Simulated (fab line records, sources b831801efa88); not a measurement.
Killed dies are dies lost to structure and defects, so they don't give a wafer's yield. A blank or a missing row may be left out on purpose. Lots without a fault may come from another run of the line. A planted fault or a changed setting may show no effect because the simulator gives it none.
Tool commonality check | flow sky130 | 11 lots, 33 wafers sampled

WHY IT WAS OPENED
At SKY_GATE_OXIDE_THK_MEAS_02 the reading GATE_OXIDE_OXIDATION_00_THK is flagged on 2 of 11 lots. Wafers without a fault read 10.26 nm, standard deviation 0.22.
Rule: a lot is flagged when every wafer of it that has a number lies more than 4 standard deviations from that mean, or none has a number. The other lots count as sound.

lot  | measured     | on            | GATE_OXIDE_OXIDATION_00_THK (nm), wafer by wafer | flag
L842 | day 13 01:48 | film_metro-02 | 10.43 10.22 10.19                                |
L843 | day 13 11:29 | film_metro-02 | 9.96 9.88 9.99                                   |
L844 | day 13 19:38 | film_metro-02 | 10.12 10.38 10.09                                |
L845 | day 14 02:28 | film_metro-02 | 10.66 10.55 10.54                                |
L848 | day 15 06:07 | film_metro-01 | 10.12 10.06 10.22                                |
L853 | day 16 20:25 | film_metro-04 | 7.19 6.90 7.11                                   | FLAGGED
L854 | day 17 03:24 | film_metro-02 | 7.10 7.02 7.25                                   | FLAGGED
L861 | day 19 16:47 | film_metro-02 | 10.21 9.95 10.19                                 |
L862 | day 19 18:11 | film_metro-02 | 10.13 10.07 10.13                                |
L863 | day 20 03:42 | film_metro-04 | 10.14 10.11 10.18                                |
L864 | day 20 09:12 | film_metro-04 | 10.09 10.25 10.25                                |
The numbers of the flagged lots are 7.09 nm on average: -3.17 nm against the usual, or -14 standard deviations.

WHICH TOOL RAN EACH LOT
The record holds 2 process steps before the reading, out of a route of 708 steps. In each cell: the tool, then ch and the chambers that the sampled wafers went through, then the start.
lot  | flag    | SKY_VT_ADJUST_HVTR_STRIP_10          | SKY_GATE_OXIDE_OXIDATION_01
L842 |         | plasma_asher-02 ch 1, day 9 20:19    | furnace-02 ch 0, day 13 00:23
L843 |         | plasma_asher-01 ch 0,1, day 10 04:52 | furnace-01 ch 0, day 13 10:04
L844 |         | plasma_asher-02 ch 0,1, day 10 08:25 | furnace-02 ch 0, day 13 18:13
L845 |         | plasma_asher-02 ch 0,1, day 10 18:01 | furnace-02 ch 0, day 14 01:04
L848 |         | plasma_asher-03 ch 0,1, day 11 19:28 | furnace-01 ch 0, day 15 04:41
L853 | FLAGGED | plasma_asher-02 ch 0,1, day 13 02:53 | furnace-02 ch 0, day 16 19:01
L854 | FLAGGED | plasma_asher-03 ch 0, day 13 09:36   | furnace-02 ch 0, day 17 01:59
L861 |         | plasma_asher-01 ch 0,1, day 15 19:07 | furnace-01 ch 0, day 19 15:22
L862 |         | plasma_asher-02 ch 0,1, day 15 19:25 | furnace-01 ch 0, day 19 16:47
L863 |         | plasma_asher-01 ch 0,1, day 16 05:00 | furnace-02 ch 0, day 20 02:17
L864 |         | plasma_asher-02 ch 0,1, day 16 10:29 | furnace-02 ch 0, day 20 07:38
What these steps do:
- SKY_VT_ADJUST_HVTR_STRIP_10: strips in O2/N2.
- SKY_GATE_OXIDE_OXIDATION_01: stabilise 600 s, purge 300 s, target thk 10.268 nm.
- SKY_GATE_OXIDE_THK_MEAS_02

FLAGGED OVER TOTAL, TOOL BY TOOL (the gauges that took the reading come last)
step                        | tool            | lots run | flagged | share of the flagged lots | sound lots run after its first flagged lot
SKY_VT_ADJUST_HVTR_STRIP_10 | plasma_asher-01 | 3        | 0       | none                      | -
SKY_VT_ADJUST_HVTR_STRIP_10 | plasma_asher-02 | 6        | 1       | some                      | 2 (L862,L864)
SKY_VT_ADJUST_HVTR_STRIP_10 | plasma_asher-03 | 2        | 1       | some                      | 0
SKY_GATE_OXIDE_OXIDATION_01 | furnace-01      | 4        | 0       | none                      | -
SKY_GATE_OXIDE_OXIDATION_01 | furnace-02      | 7        | 2       | all                       | 2 (L863,L864)
SKY_GATE_OXIDE_THK_MEAS_02  | film_metro-01   | 1        | 0       | none                      | -
SKY_GATE_OXIDE_THK_MEAS_02  | film_metro-02   | 7        | 1       | some                      | 2 (L861,L862)
SKY_GATE_OXIDE_THK_MEAS_02  | film_metro-04   | 3        | 1       | some                      | 2 (L863,L864)

WHAT THE TABLE ALLOWS
1 row of the table ran every flagged lot: furnace-02 at SKY_GATE_OXIDE_OXIDATION_01.
- furnace-02 at SKY_GATE_OXIDE_OXIDATION_01: 2 of its 7 lots flagged. Sound lots ran on it after the first flagged one (L863, L864), which a lasting fault on the whole tool wouldn't allow. Its own readings lie more than 4 standard deviations out on every wafer of the flagged lots: spike_tc_bottom_C, spike_tc_centre_C, spike_tc_lower_C, spike_tc_top_C, spike_tc_upper_C, tube_center_temp_C, tube_center_temp_C_max, zone_power_upper_pct.
No row of the table ran every flagged lot and no sound lot after the first.

WHAT THE SIMULATOR HAD PUT IN
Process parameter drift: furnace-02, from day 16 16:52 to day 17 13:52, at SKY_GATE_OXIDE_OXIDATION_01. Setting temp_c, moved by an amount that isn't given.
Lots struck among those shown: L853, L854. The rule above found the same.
